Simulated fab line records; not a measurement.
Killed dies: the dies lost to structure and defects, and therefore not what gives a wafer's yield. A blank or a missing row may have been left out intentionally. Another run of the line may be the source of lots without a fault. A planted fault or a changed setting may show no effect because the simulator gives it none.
Struck lot and sound lot, side by side || flow sky130 || 15 out of 708 route steps
Sound: wafers L449.3, L449.4, L449.6. Wafers struck: L450.2, L450.3, L450.5. At the end, the cause is stated.
Order at every step that has rows: each side's tool, ch and its chambers, its first start. Under that, the readings that differ: sound wafers || struck wafers || difference of the means || sigmas: that difference in standard deviations of wafers without a fault.
alike: a reading whose means differ by less than 2 such deviations, as well as words and numbers matching on both sides. not compared: withheld readings; readings where some wafer has no value; bounds like >300 that might hide an equal value; numbers whose values overlap and for which the record gives no deviation.
The two part at a step that has a row with sigmas, a row that says differs or no value, or rows on one side only. When numbers do not overlap yet have no deviation, they are printed without sigmas and do not part them. A reading that every wafer of one side lacks parts them only if that side has two wafers or more.

first, 7 steps without rows for these wafers: SKY_PAD_OPEN_DEHYDRATE_00 (time 60 s); SKY_PAD_OPEN_HMDS_01 (prime time 60 s); SKY_PAD_OPEN_COAT_02 (resist thk 3000 nm); SKY_PAD_OPEN_SOFTBAKE_03; SKY_PAD_OPEN_EXPOSE_04 (exposes mask PDM, target cd 60000 nm); SKY_PAD_OPEN_PEB_05; SKY_PAD_OPEN_DEVELOP_06 (develop time 60 s).
SKY_PAD_OPEN_ETCH_07: etches the open film in CF4/O2, stops on AlCu, target depth 725 nm, time 161.1 s.
  sound on rieDiel-04 ch 0,2,3, day 48 12:29; struck on rieDiel-01 ch 0,1,3, day 48 14:11
  alike: drypumpMotorCurrentA, oesProductAu, rfFwdPowerW, throttleValvePct
  not compared: rfHoursCounterH
SKY_PAD_OPEN_STRIP_08: strips in O2/N2.
  sound on plasmaAsher-01 ch 0,1, day 48 12:38; struck on plasmaAsher-03 ch 1, day 48 14:17
{"reading": "drypumpMotorCurrentA (A)", "sound": "5.5 5.2 5.2", "struck": "6.1 6.1 6.1", "difference": "+0.8", "sigmas": "+3"}
{"reading": "stripTimeToEndpointS (s)", "sound": "37.28 37.29 37.37", "struck": "37.11 37.09 37.09", "difference": -0.22, "sigmas": -2}
  alike: o2FlowSccm, oesProductAu
  not compared: rfHoursCounterH
then, 3 steps without rows for these wafers: SKY_PAD_OPEN_STRIP_09 (strips in post etch residue remover, time 1157 s); SKY_PAD_OPEN_CLEAN_10 (cleans in IPA, time 180 s); SKY_PAD_OPEN_CLEAN_11 (cleans in O3/DIW).
SKY_PAD_OPEN_ANNEAL_12:
  struck on furnace-02, day 48 14:53; sound on furnace-01 ch 0, day 48 13:11
  no value came back on the struck wafers for rampDownCPerMin, rampUpCPerMin, zonePowerBottomPct (%); on the sound wafers rampDownCPerMin reads 3.9990 3.9999 4.0004
SKY_PAD_OPEN_BOW_MEAS_13:
  sound on filmMetro-02, day 48 14:44; struck on filmMetro-03, day 48 16:24
{"reading": "PAD_OPEN_BOW (um)", "sound": "52 52 54", "struck": "111 90 121", "difference": "+55", "sigmas": "+6"}
SKY_PAD_OPEN_PROBE_99:
  sound on prober-01, day 48 14:55; struck on prober-02, day 48 16:33
{"reading": "model.etest.resXhighPo.lineOhmUm", "sound": "5257 5540 5473", "struck": "6565 6618 6778", "difference": "+1230", "sigmas": ""}
{"reading": "model.etest.nfet_16v.rOnOhmUm", "sound": "1.44e+04 1.46e+04 1.465e+04", "struck": "1.523e+04 1.553e+04 1.542e+04", "difference": "+8.433e+02", "sigmas": ""}
{"reading": "model.etest.pfetG5v0d10v5.rOnOhmUm", "sound": "4920 4864 5020", "struck": "5427 5294 5384", "difference": "+434", "sigmas": ""}
{"reading": "model.etest.resXhighPo.rsOhmSq", "sound": "1818 1959 1894", "struck": "2305 2306 2364", "difference": "+435", "sigmas": ""}
{"reading": "model.etest.pfet_01v8.rOnOhmUm", "sound": "2806 2881 2832", "struck": "3164 3097 3111", "difference": "+284", "sigmas": ""}
{"reading": "model.etest.nfetG5v0d10v5.rOnOhmUm", "sound": "1946 1963 1965", "struck": "2154 2136 2152", "difference": "+189", "sigmas": ""}
{"reading": "model.etest.nfet_01v8.rOnOhmUm", "sound": "822.1 842.2 842.3", "struck": "923.1 919.7 926.1", "difference": "+87.4", "sigmas": ""}
{"reading": "model.etest.sonosUncharged.rOnOhmUm", "sound": "809.4 814.5 806.2", "struck": "893.9 882.7 869.3", "difference": "+71.9", "sigmas": ""}
  alike: defectLimitedYield, killed_at_M0_to_M3, killed_at_M4_up, killedAtContacts, killedAtFrontEnd, killedAtOther, killedDies, killedOpen, killedShort

== WHERE THEY PART ==
First at SKY_PAD_OPEN_STRIP_08; last, within this record, at SKY_PAD_OPEN_BOW_MEAS_13. Later steps at which nothing parts them and some readings are alike: SKY_PAD_OPEN_PROBE_99.

WHY: what had been put in by the simulator
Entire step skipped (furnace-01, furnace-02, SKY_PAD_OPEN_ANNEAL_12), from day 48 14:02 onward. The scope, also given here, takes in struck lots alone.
